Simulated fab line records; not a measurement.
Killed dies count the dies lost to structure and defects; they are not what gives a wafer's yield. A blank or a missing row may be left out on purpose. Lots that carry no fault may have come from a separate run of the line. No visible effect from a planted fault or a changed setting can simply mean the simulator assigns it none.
fab line records	flow sky130
record: lots: 7	wafers: 21	last-day: 49
route steps=708 shown VIA4@653 METAL5@661 PAD_OPEN@708
lots that met no fault: taken from a fault-free run of the same line
start-h: hours from the record's first day to the start of the lot's first wafer shown	wait-h: hours since the lot's step before	" identical to the entry in the row above	L1.1+2: a single row standing in for several wafers	- no value, or no start given	* or withheld: withheld	< > ~ a bound
route shown NAME@n: a module of which the file shows steps, and the number in the route of the first	usual: the fault-free wafers' mean and standard deviation	same: alike in all rows	chamber/n: place in a boat	sites: each site's reading	_std_site: standard deviation of those values	_edge_site: mean of outer sites minus mean of inner sites	radius-mm: how far each site lies from the wafer's centre	mask NAME#n: copy n	behind: the last tool/chamber to shape the wafer	hold: the reason the lot was held/the length of the hold in hours/how it ended	device: whichever transistor did not switch (one of n, p or np)	end of line: the same wafers' tests at the end of the route	a step given without rows: its recipe and nothing more	killed: not the wafer's yield, but the dies lost to structure and defects at the first sort	map: a wafer's dies, marking killed ones x, the rest . and places with no die _
set.NAME: the setting the step ran with; set.NAME@STEP: the setting that earlier step ran with	model.NAME: the simulator's own value behind a step, which no gauge read
lots at selected steps of the route; one table per step, one row per wafer
services: when a tool's chamber went out of use (start-h, in hours from the record's first day, below 0 if earlier), for how many hours, and the reason
== steps ==
step: SKY_VIA4_STRIP_14
recipe: chemistry: post-etch-residue-remover	time-s: 1200	temp-c: 72.5
step: SKY_VIA4_CLEAN_15
recipe: chemistry: IPA	time-s: 180	temp-c: 25
step: SKY_VIA4_CLEAN_16
recipe: chemistry: O3/DIW	dry: n2-spin
step: SKY_VIA4_SPUTTER_17
recipe: material: TiN	target-thk-nm: 20	chamber-pressure-pa: 5	power-w: 4000	time-s: 80
step: SKY_VIA4_CVD_18
recipe: material: W	target-thk-nm: 505	time-s: 152.14	temp-c: 400	pressure-torr: 40
usual: heater-power-w: 888/120
lot.wafer	tool	chamber	start-h	wait-h	heater-power-w
L222.2	cvd-w-02	1	1056.65	0.0	754
L222.3	"	0	"	"	1049
L222.6	"	0	"	"	1061
L224.3	cvd-w-01	0	1080.58	0.1	934
L224.5	"	1	"	"	822
L224.6	"	0	"	"	948
L227.1	cvd-w-02	0	1088.64	0.0	1056
L227.2	"	0	"	"	1062
L227.3	"	0	"	"	1046
L226.1	cvd-w-02	1	1090.77	0.0	740
L226.3	"	0	"	"	1035
L226.5	"	0	"	"	1032
L228.1	cvd-w-02	1	1093.89	0.0	752
L228.5	"	0	"	"	1032
L228.6	"	1	"	"	785
L229.2	cvd-w-01	1	1099.00	0.0	812
L229.5	"	1	"	"	801
L229.6	"	0	"	"	961
L232.2	cvd-w-02	1	1119.83	0.1	784
L232.4	"	1	"	"	749
L232.5	"	1	"	"	750
step: SKY_VIA4_RS_MEAS_19
recipe: thk-meas-gauge: four-point-probe	reads: W_of_VIA4_CVD_18+TiN_of_VIA4_SPUTTER_17
usual: VIA4_W_RS: 0.2260/0.0021
lot.wafer	tool	chamber	start-h	wait-h	VIA4_W_RS[ohm/sq]
L222.2	film-metro-01	-	1056.82	0.1	0.2231
L222.3	"	-	"	"	0.2279
L222.6	"	-	"	"	0.2271
L224.3	film-metro-01	-	1080.72	0.1	0.2266
L224.5	"	-	"	"	0.2270
L224.6	"	-	"	"	0.2268
L227.1	film-metro-03	-	1088.94	0.3	0.2263
L227.2	"	-	"	"	0.2256
L227.3	"	-	"	"	0.2241
L226.1	film-metro-02	-	1090.92	0.1	0.2269
L226.3	"	-	"	"	0.2257
L226.5	"	-	"	"	0.2267
L228.1	film-metro-02	-	1094.04	0.1	0.2209
L228.5	"	-	"	"	0.2230
L228.6	"	-	"	"	0.2241
L229.2	film-metro-03	-	1099.18	0.1	0.2243
L229.5	"	-	"	"	0.2243
L229.6	"	-	"	"	0.2252
L232.2	film-metro-01	-	1120.11	0.2	0.2250
L232.4	"	-	"	"	0.2269
L232.5	"	-	"	"	0.2264
step: SKY_VIA4_THK_MEAS_20
recipe: thk-meas-gauge: xrf	reads: W_of_VIA4_CVD_18
usual: VIA4_W_THK: 494/5.9
lot.wafer	tool	chamber	start-h	wait-h	VIA4_W_THK[nm]
L222.2	film-metro-01	-	1056.93	0.1	502
L222.3	"	-	"	"	491
L222.6	"	-	"	"	496
L224.3	film-metro-01	-	1080.82	0.1	493
L224.5	"	-	"	"	489
L224.6	"	-	"	"	490
L227.1	film-metro-03	-	1089.06	0.1	497
L227.2	"	-	"	"	501
L227.3	"	-	"	"	506
L226.1	film-metro-02	-	1091.04	0.1	492
L226.3	"	-	"	"	493
L226.5	"	-	"	"	491
L228.1	film-metro-02	-	1094.16	0.1	501
L228.5	"	-	"	"	497
L228.6	"	-	"	"	492
L229.2	film-metro-03	-	1099.29	0.1	505
L229.5	"	-	"	"	505
L229.6	"	-	"	"	502
L232.2	film-metro-01	-	1120.22	0.1	498
L232.4	"	-	"	"	491
L232.5	"	-	"	"	494
step: SKY_VIA4_CMP_21
recipe: stop-on: SiO2	t-overpolish-s: 25	down-force-psi: 3.5	platen-rpm: 60	target-thk-nm: 0	pad-velocity-m-s: 0.94248
step: SKY_METAL5_SPUTTER_00
recipe: material: Ti	target-thk-nm: 15	power-w: 3000	time-s: 10	chamber-pressure-pa: 0.4
step: SKY_METAL5_SPUTTER_01
recipe: material: TiN	target-thk-nm: 20	power-w: 6500	time-s: 16.7	chamber-pressure-pa: 0.4
usual: cathode-dc-power-W: 6500.0/1.2	throttle-valve-pct: 30.0/1.3
lot.wafer	tool	chamber	start-h	wait-h	cathode-dc-power-W	throttle-valve-pct
L222.2	pvd-sputter-01	-	1057.30	0.0	6498.7	29.0
L222.3	"	-	"	"	6501.0	31.7
L222.6	"	-	"	"	6500.3	29.7
L224.3	pvd-sputter-02	-	1081.52	0.0	6499.7	31.1
L224.5	"	-	"	"	6499.4	29.3
L224.6	"	-	"	"	6500.1	31.2
L227.1	pvd-sputter-02	-	1091.10	0.0	6499.9	30.5
L227.2	"	-	"	"	6499.0	29.4
L227.3	"	-	"	"	6497.9	31.4
L226.1	pvd-sputter-02	-	1092.00	0.0	6500.7	29.2
L226.3	"	-	"	"	6500.1	30.7
L226.5	"	-	"	"	6499.4	29.4
L228.1	pvd-sputter-01	-	1094.54	0.0	6501.9	31.0
L228.5	"	-	"	"	6500.0	29.6
L228.6	"	-	"	"	6499.9	30.9
L229.2	pvd-sputter-02	-	1099.66	0.0	6499.6	30.8
L229.5	"	-	"	"	6500.5	30.4
L229.6	"	-	"	"	6499.9	29.2
L232.2	pvd-sputter-01	-	1120.59	0.0	6499.9	29.8
L232.4	"	-	"	"	6498.6	31.1
L232.5	"	-	"	"	6500.9	29.8
step: SKY_METAL5_SPUTTER_02
recipe: material: AlCu	target-thk-nm: 1150	power-w: 10600	time-s: 61.2	chamber-pressure-pa: 0.4
step: SKY_METAL5_SPUTTER_03
recipe: material: Ti	target-thk-nm: 5	power-w: 3000	time-s: 3.3	chamber-pressure-pa: 0.4
usual: cathode-dc-power-W: 3000.0/0.56	throttle-valve-pct: 30.1/1.2
lot.wafer	tool	chamber	start-h	wait-h	cathode-dc-power-W	throttle-valve-pct
L222.2	pvd-sputter-01	-	1057.38	0.0	2999.5	29.0
L222.3	"	-	"	"	3000.3	31.8
L222.6	"	-	"	"	3001.6	29.7
L224.3	pvd-sputter-02	-	1081.59	0.0	3000.6	30.7
L224.5	"	-	"	"	3000.1	29.5
L224.6	"	-	"	"	2999.4	30.9
L227.1	pvd-sputter-02	-	1091.17	0.0	3000.5	30.5
L227.2	"	-	"	"	3000.3	29.2
L227.3	"	-	"	"	2999.6	31.0
L226.1	pvd-sputter-02	-	1092.07	0.0	3000.7	29.2
L226.3	"	-	"	"	3000.7	30.5
L226.5	"	-	"	"	2999.0	29.7
L228.1	pvd-sputter-01	-	1094.62	0.0	3000.2	31.0
L228.5	"	-	"	"	2999.8	29.7
L228.6	"	-	"	"	3000.5	31.1
L229.2	pvd-sputter-02	-	1099.73	0.0	3000.4	31.2
L229.5	"	-	"	"	3000.8	30.5
L229.6	"	-	"	"	3000.7	29.4
L232.2	pvd-sputter-01	-	1120.67	0.0	2999.3	29.6
L232.4	"	-	"	"	3000.3	31.0
L232.5	"	-	"	"	3000.0	29.9
step: SKY_METAL5_SPUTTER_04
recipe: material: TiN	target-thk-nm: 70	power-w: 6500	time-s: 58.3	chamber-pressure-pa: 0.4
usual: cathode-dc-power-W: 6500.0/1.1	throttle-valve-pct: 30.1/1.3
lot.wafer	tool	chamber	start-h	wait-h	cathode-dc-power-W	throttle-valve-pct	model.TiN_of_METAL5_SPUTTER_04.thk-nm
L222.2	pvd-sputter-01	-	1057.40	0.0	6501.0	29.0	69.72
L222.3	"	-	"	"	6499.7	31.7	69
L222.6	"	-	"	"	6499.9	29.8	69.8
L224.3	pvd-sputter-02	-	1081.61	0.0	6500.9	30.7	69.47
L224.5	"	-	"	"	6500.2	29.2	70.25
L224.6	"	-	"	"	6498.6	31.1	69.36
L227.1	pvd-sputter-02	-	1091.19	0.0	6167.6	30.6	67.12
L227.2	"	-	"	"	6168.9	29.6	67.5
L227.3	"	-	"	"	6167.2	31.0	66.21
L226.1	pvd-sputter-02	-	1092.09	0.0	6169.5	29.4	67.33
L226.3	"	-	"	"	6167.0	30.5	66.43
L226.5	"	-	"	"	6167.5	29.2	67.5
L228.1	pvd-sputter-01	-	1094.64	0.0	6499.0	30.9	69.3
L228.5	"	-	"	"	6499.6	29.7	71
L228.6	"	-	"	"	6499.8	31.0	69.24
L229.2	pvd-sputter-02	-	1099.75	0.0	6167.1	31.3	65.4
L229.5	"	-	"	"	6168.5	30.4	65.68
L229.6	"	-	"	"	6166.3	29.3	66.46
L232.2	pvd-sputter-01	-	1120.68	0.0	6499.6	29.7	71.15
L232.4	"	-	"	"	6498.6	31.3	68.36
L232.5	"	-	"	"	6499.4	29.6	70.47
step: SKY_METAL5_RS_MEAS_05
recipe: thk-meas-gauge: four-point-probe	reads: TiN_of_METAL5_SPUTTER_04+Ti_of_METAL5_SPUTTER_03+AlCu_of_METAL5_SPUTTER_02+TiN_of_METAL5_SPUTTER_01+Ti_of_METAL5_SPUTTER_00
usual: METAL5_ALCU_RS: 0.0270/0.00036
lot.wafer	tool	chamber	start-h	wait-h	METAL5_ALCU_RS[ohm/sq]
L222.2	film-metro-01	-	1057.47	0.0	0.0269
L222.3	"	-	"	"	0.0265
L222.6	"	-	"	"	0.0265
L224.3	film-metro-01	-	1081.70	0.1	0.0269
L224.5	"	-	"	"	0.0273
L224.6	"	-	"	"	0.0269
L227.1	film-metro-04	-	1091.24	0.0	0.0270
L227.2	"	-	"	"	0.0274
L227.3	"	-	"	"	0.0269
L226.1	film-metro-02	-	1092.14	0.0	0.0273
L226.3	"	-	"	"	0.0266
L226.5	"	-	"	"	0.0271
L228.1	film-metro-04	-	1094.69	0.0	0.0273
L228.5	"	-	"	"	0.0267
L228.6	"	-	"	"	0.0272
L229.2	film-metro-04	-	1099.82	0.0	0.0267
L229.5	"	-	"	"	0.0268
L229.6	"	-	"	"	0.0273
L232.2	film-metro-01	-	1120.75	0.0	0.0265
L232.4	"	-	"	"	0.0272
L232.5	"	-	"	"	0.0265
step: SKY_METAL5_THK_MEAS_06
recipe: thk-meas-gauge: xrf	reads: AlCu_of_METAL5_SPUTTER_02
usual: METAL5_ALCU_THK: 1148/16
lot.wafer	tool	chamber	start-h	wait-h	METAL5_ALCU_THK[nm]
L222.2	film-metro-01	-	1057.58	0.1	1153
L222.3	"	-	"	"	1179
L222.6	"	-	"	"	1171
L224.3	film-metro-01	-	1081.80	0.1	1158
L224.5	"	-	"	"	1133
L224.6	"	-	"	"	1152
L227.1	film-metro-04	-	1091.36	0.1	1159
L227.2	"	-	"	"	1137
L227.3	"	-	"	"	1159
L226.1	film-metro-02	-	1092.26	0.1	1138
L226.3	"	-	"	"	1180
L226.5	"	-	"	"	1150
L228.1	film-metro-04	-	1094.81	0.1	1134
L228.5	"	-	"	"	1158
L228.6	"	-	"	"	1139
L229.2	film-metro-04	-	1099.93	0.1	1183
L229.5	"	-	"	"	1167
L229.6	"	-	"	"	1144
L232.2	film-metro-01	-	1120.86	0.1	1171
L232.4	"	-	"	"	1147
L232.5	"	-	"	"	1165
step: SKY_METAL5_DEHYDRATE_07
recipe: temp-c: 200	time-s: 60
step: SKY_METAL5_HMDS_08
recipe: prime-time-s: 60	prime-temp-c: 120
step: SKY_METAL5_COAT_09
recipe: resist: NOVOLAK	spin-rpm: 3000	resist-thk-nm: 1800
step: SKY_METAL5_SOFTBAKE_10
recipe: temp-c: 90	time-s: 60	resist: NOVOLAK
step: SKY_METAL5_EXPOSE_11
recipe: mask-id: MM5	na: 0.6	source-shape: conventional	sigma-outer: 0.6	polarization: unpolarized	target-cd-nm: 1600	dose-mj: 190
step: SKY_METAL5_PEB_12
recipe: temp-c: withheld	time-s: *	resist: NOVOLAK
step: SKY_METAL5_DEVELOP_13
recipe: resist: NOVOLAK	developer: TMAH	develop-time-s: 60	dev-temp-c: 23
step: SKY_METAL5_DESCUM_14
recipe: chemistry: O2	source-power-w: 150	bias-power-w: 0	pressure-mtorr: 10	temp-c: 40	time-s: 11
usual: drypump-motor-current-A: 5.7/0.54	oes-product-au: 0.996/0.01
lot.wafer	tool	chamber	start-h	wait-h	drypump-motor-current-A	oes-product-au	rf-hours-counter-h
L222.2	rie-metal-02	0	1077.92	0.1	6.3	1.004	6
L222.3	"	1	"	"	5.4	0.987	-
L222.6	"	1	"	"	5.4	0.991	-
L224.3	rie-metal-03	0	1101.14	0.1	5.5	1.006	-
L224.5	"	0	"	"	5.5	1.001	-
L224.6	"	1	"	"	5.6	0.987	-
L227.1	rie-metal-01	1	1111.02	0.1	5.0	0.984	15
L227.2	"	0	"	"	6.3	0.995	18
L227.3	"	1	"	"	5.0	0.976	-
L226.1	rie-metal-02	1	1112.47	0.1	5.4	0.990	22
L226.3	"	0	"	"	6.3	0.999	-
L226.5	"	1	"	"	5.4	0.987	-
L228.1	rie-metal-02	0	1114.62	0.1	6.3	1.014	10
L228.5	"	0	"	"	6.3	1.005	-
L228.6	"	1	"	"	5.4	0.995	-
L229.2	rie-metal-01	1	1119.28	0.1	5.0	0.983	16
L229.5	"	0	"	"	6.3	0.999	-
L229.6	"	1	"	"	5.0	0.997	-
L232.2	rie-metal-02	0	1139.28	0.1	6.3	1.016	12
L232.4	"	1	"	"	5.4	0.985	-
L232.5	"	1	"	"	5.4	0.986	-
step: SKY_METAL5_METAL_ETCH_15
recipe: target-depth-a: 12600	stop-on: SiO2	over-etch-frac: 0.2	time-s: 252	chemistry: Cl2/BCl3	resist-sidewall-deg: 86	pressure-mtorr: 10	icp-w: 900	bias-w: 48.5	Cl2_flow_sccm: 60	bcl3-flow-sccm: 30
step: SKY_METAL5_STRIP_16
recipe: chemistry: O2/N2	power-w: 1400	pressure-mtorr: 1500	platen-temp-c: withheld	o2-flow-sccm: 3000	n2-flow-sccm: 300	overash-fraction: 0.5
usual: drypump-motor-current-A: 5.7/0.61	oes-product-au: 0.711/0.0047	strip-time-to-endpoint-s: 13.11/0.14
lot.wafer	tool	chamber	start-h	wait-h	drypump-motor-current-A	oes-product-au	rf-hours-counter-h	strip-time-to-endpoint-s
L222.2	plasma-asher-01	1	1078.19	0.2	5.5	0.706	62	12.89
L222.3	"	1	"	"	5.4	0.712	-	12.97
L222.6	"	0	"	"	5.2	0.711	-	13.10
L224.3	plasma-asher-01	0	1101.43	0.1	5.2	0.712	-	12.82
L224.5	"	0	"	"	5.2	0.706	-	12.85
L224.6	"	1	"	"	5.4	0.713	-	13.01
L227.1	plasma-asher-01	1	1111.29	0.2	5.5	0.713	65	13.27
L227.2	"	0	"	"	5.2	0.714	65	13.13
L227.3	"	0	"	"	5.2	0.721	-	13.19
L226.1	plasma-asher-04	0	1112.74	0.2	6.8	0.708	5	13.15
L226.3	"	0	"	"	6.8	0.704	-	12.95
L226.5	"	1	"	"	5.3	0.714	-	13.12
L228.1	plasma-asher-01	1	1114.89	0.2	5.5	0.714	65	12.96
L228.5	"	0	"	"	5.2	0.712	-	13.00
L228.6	"	1	"	"	5.5	0.707	-	13.17
L229.2	plasma-asher-01	0	1119.54	0.2	5.2	0.716	66	13.29
L229.5	"	0	"	"	5.2	0.715	-	13.09
L229.6	"	1	"	"	5.4	0.703	-	13.17
L232.2	plasma-asher-03	1	1139.54	0.2	5.3	0.722	37	12.95
L232.4	"	1	"	"	5.3	0.703	-	13.22
L232.5	"	0	"	"	5.8	0.714	-	13.26
step: SKY_METAL5_STRIP_17
recipe: chemistry: post-etch-residue-remover	time-s: 1200	temp-c: 72.5
lot.wafer	tool	chamber	start-h	wait-h	model.TiN_of_METAL5_SPUTTER_04.thk-nm
L222.2	wet-bench-02	0	1078.29	0.1	69.31
L222.3	"	0	"	"	68.59
L222.6	"	0	"	"	69.39
L224.3	wet-bench-04	3	1101.50	0.0	69.05
L224.5	"	3	"	"	69.84
L224.6	"	3	"	"	68.94
L227.1	wet-bench-04	2	1111.39	0.1	66.7
L227.2	"	2	"	"	67.09
L227.3	"	2	"	"	65.8
L226.1	wet-bench-04	0	1112.88	0.1	66.91
L226.3	"	0	"	"	66.02
L226.5	"	0	"	"	67.09
L228.1	wet-bench-02	3	1114.99	0.1	68.88
L228.5	"	3	"	"	70.59
L228.6	"	3	"	"	68.83
L229.2	wet-bench-01	3	1119.64	0.1	64.98
L229.5	"	3	"	"	65.26
L229.6	"	3	"	"	66.03
L232.2	wet-bench-01	0	1139.64	0.1	70.73
L232.4	"	0	"	"	67.94
L232.5	"	0	"	"	70.05
step: SKY_METAL5_CLEAN_18
recipe: chemistry: IPA	time-s: 180	temp-c: 25
step: SKY_PAD_OPEN_PROBE_99
usual: defect-limited-yield: 82.2/1.8	killed_at_M0_to_M3: 43/6.6	killed_at_M4_up: 3.2/1.9	killed-at-contacts: 25/5.3	killed-at-front-end: 16/4.5	killed-at-other: 0.3/0.63	killed-dies: 87/8.9	killed-on-rim: 17/3.7	killed-open: 48/7.9	killed-short: 39/5.3	sort_bin_3_pad_short: 0.8/0.38	sort_bin_5_function: 10.5/1.5	sort_bin_6_memory: 6.4/1.2	sort-n-pass: 405/8.9	sort-yield-pct: 82.2/1.8
same: gross-dies: 492	killed-at-back-side: 0	sort_bin_4_leakage[%]: 0	sort_bin_8_speed[%]: 0
lot.wafer	tool	chamber	start-h	wait-h	defect-limited-yield[%]	killed_at_M0_to_M3	killed_at_M4_up	killed-at-contacts	killed-at-front-end	killed-at-other	killed-dies	killed-on-rim	killed-open	killed-short	sort_bin_3_pad_short[%]	sort_bin_5_function[%]	sort_bin_6_memory[%]	sort-n-pass	sort-yield-pct[%]
L227.1	prober-01	-	1153.25	0.1	83.5	41	3	25	12	0	81	14	45	36	0.8	10.0	5.7	411	83.5
L227.2	prober-01	-	1153.30	0.1	81.5	45	7	22	17	0	91	15	49	42	0.4	11.6	6.5	401	81.5
L227.3	prober-01	-	1153.35	0.2	84.8	36	10	20	7	2	75	10	43	31	0.6	10.8	3.9	417	84.8
L226.1	prober-02	-	1154.10	0.1	83.9	41	5	16	17	0	79	12	42	37	1.2	7.9	6.9	413	83.9
L226.3	prober-02	-	1154.20	0.2	82.3	53	0	19	14	1	87	17	47	39	1.2	9.8	6.7	405	82.3
L226.5	prober-02	-	1154.30	0.2	84.3	42	2	16	17	0	77	15	42	34	1.0	9.8	4.9	415	84.3
L232.2	prober-01	-	1178.34	0.1	82.3	40	4	22	20	1	87	14	40	46	1.4	10.6	5.7	405	82.3
L232.4	prober-01	-	1178.44	0.2	82.3	39	3	34	11	0	87	14	45	42	0.8	10.4	6.5	405	82.3
L232.5	prober-01	-	1178.49	0.2	83.3	38	5	23	15	1	82	12	45	37	0.2	11.0	5.5	410	83.3
killed by level:class
L227.1 VIA1:geometric-particle:open=10 LI_CONTACT:geometric-particle:open=8 CONTACT:geometric-particle:open=8 VIA3:geometric-particle:open=6 VIA2:geometric-particle:open=6 METAL1:geometric-particle:short=4 POLY_GATE:geometric-particle:short=4 CONTACT:geometric-particle:short=4
L227.2 VIA1:geometric-particle:open=13 CONTACT:geometric-particle:open=8 LI_CONTACT:geometric-particle:open=7 METAL1:geometric-particle:short=7 FIELD_ISO:geometric-particle:short=5 METAL4:geometric-particle:short=5 VIA3:geometric-particle:open=5 VIA2:geometric-particle:short=4
L227.3 VIA2:geometric-particle:open=9 VIA1:geometric-particle:open=9 METAL4:geometric-particle:short=7 LI_CONTACT:geometric-particle:open=6 CONTACT:geometric-particle:open=6 METAL1:geometric-particle:short=6 LI_CONTACT:geometric-particle:short=5 METAL2:geometric-particle:short=4
L226.1 VIA1:geometric-particle:open=14 FIELD_ISO:geometric-particle:open=6 CONTACT:geometric-particle:open=6 VIA3:geometric-particle:open=6 VIA2:geometric-particle:short=6 METAL4:geometric-particle:short=5 METAL2:geometric-particle:short=5 METAL1:geometric-particle:short=4
L226.3 VIA3:geometric-particle:open=13 CONTACT:geometric-particle:open=8 METAL2:geometric-particle:short=8 VIA1:geometric-particle:open=7 LI_CONTACT:geometric-particle:open=6 VIA3:geometric-particle:short=6 METAL1:geometric-particle:short=5 FIELD_ISO:geometric-particle:open=4
L226.5 VIA1:geometric-particle:open=12 METAL1:geometric-particle:short=7 LI_CONTACT:geometric-particle:open=5 CONTACT:geometric-particle:open=5 VIA2:geometric-particle:open=5 VIA3:geometric-particle:open=5 POLY_GATE:geometric-particle:short=4 METAL2:geometric-particle:short=3
L232.2 FIELD_ISO:geometric-particle:short=12 CONTACT:geometric-particle:open=11 CONTACT:geometric-particle:short=7 VIA3:geometric-particle:open=7 VIA2:geometric-particle:open=6 METAL1:geometric-particle:short=6 VIA1:geometric-particle:open=6 METAL2:geometric-particle:short=5
L232.4 CONTACT:geometric-particle:open=14 CONTACT:geometric-particle:short=8 LI_CONTACT:geometric-particle:open=7 METAL3:geometric-particle:short=7 VIA1:geometric-particle:short=6 VIA1:geometric-particle:open=6 METAL1:geometric-particle:short=5 METAL2:geometric-particle:short=4
L232.5 CONTACT:geometric-particle:open=12 VIA2:geometric-particle:open=8 VIA1:geometric-particle:open=7 METAL1:geometric-particle:short=5 FIELD_ISO:geometric-particle:open=4 CONTACT:geometric-particle:short=4 LI_CONTACT:geometric-particle:short=4 METAL2:geometric-particle:short=4
== services ==
tool	chamber	start-h	hours	kind
plasma-asher-03	-	1038.83	15.1	pm
plasma-asher-04	-	1055.25	9.0	pm
plasma-asher-04	0	1055.25	9.0	vent-cycle
plasma-asher-04	1	1055.25	9.0	vent-cycle
pvd-sputter-01	3	1057.45	-	consumable-replace:kit
pvd-sputter-01	3	1057.45	18.0	scheduled-down
pvd-sputter-01	3	1057.45	18.0	vent-cycle
plasma-asher-04	0	1064.25	-	clean
plasma-asher-04	1	1064.25	-	clean
cvd-w-01	-	1066.52	2.0	repair
plasma-asher-03	-	1067.37	1.9	repair
wet-bench-01	-	1079.11	1.9	pm
pvd-sputter-01	-	1079.96	1.0	repair
pvd-sputter-02	0	1081.66	-	consumable-replace:kit
pvd-sputter-02	0	1081.66	18.0	scheduled-down
pvd-sputter-02	0	1081.66	18.0	vent-cycle
rie-metal-01	-	1081.80	28.1	pm
cvd-w-02	1	1086.47	2.8	repair
cvd-w-02	-	1099.69	0.8	repair
cvd-w-02	-	1113.57	1.3	repair
cvd-w-02	-	1114.86	2.8	pm
pvd-sputter-02	-	1117.88	4.6	repair
cvd-w-02	0	1117.91	8.3	repair
rie-metal-01	1	1121.24	1.3	repair
== key ==
first-sign: step: SKY_METAL5_SPUTTER_04	reading: cathode-dc-power-W	direction: down	sigmas: 99+	usual: 6500.0	struck: 6167.7
effect none on later readings
model-effect: step: SKY_METAL5_SPUTTER_04	value: TiN_of_METAL5_SPUTTER_04.thk-nm	without: 70.21	struck: 66.62
model-effect: step: SKY_METAL5_STRIP_17	value: TiN_of_METAL5_SPUTTER_04.thk-nm	without: 69.79	struck: 66.21
met-at SKY_METAL5_SPUTTER_04
struck-wafers L226.1,L226.3,L226.5,L227.1,L227.2,L227.3,L229.2,L229.5,L229.6
onset-between 1081.61 1091.19
fault: kind: process-parameter-drift	tool: pvd-sputter-02	chamber: -	onset-h: 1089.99	steps: SKY_METAL5_SPUTTER_04	channel: power-w	offset: *	shape: step	end-h: 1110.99	acts-in: *	stated: *
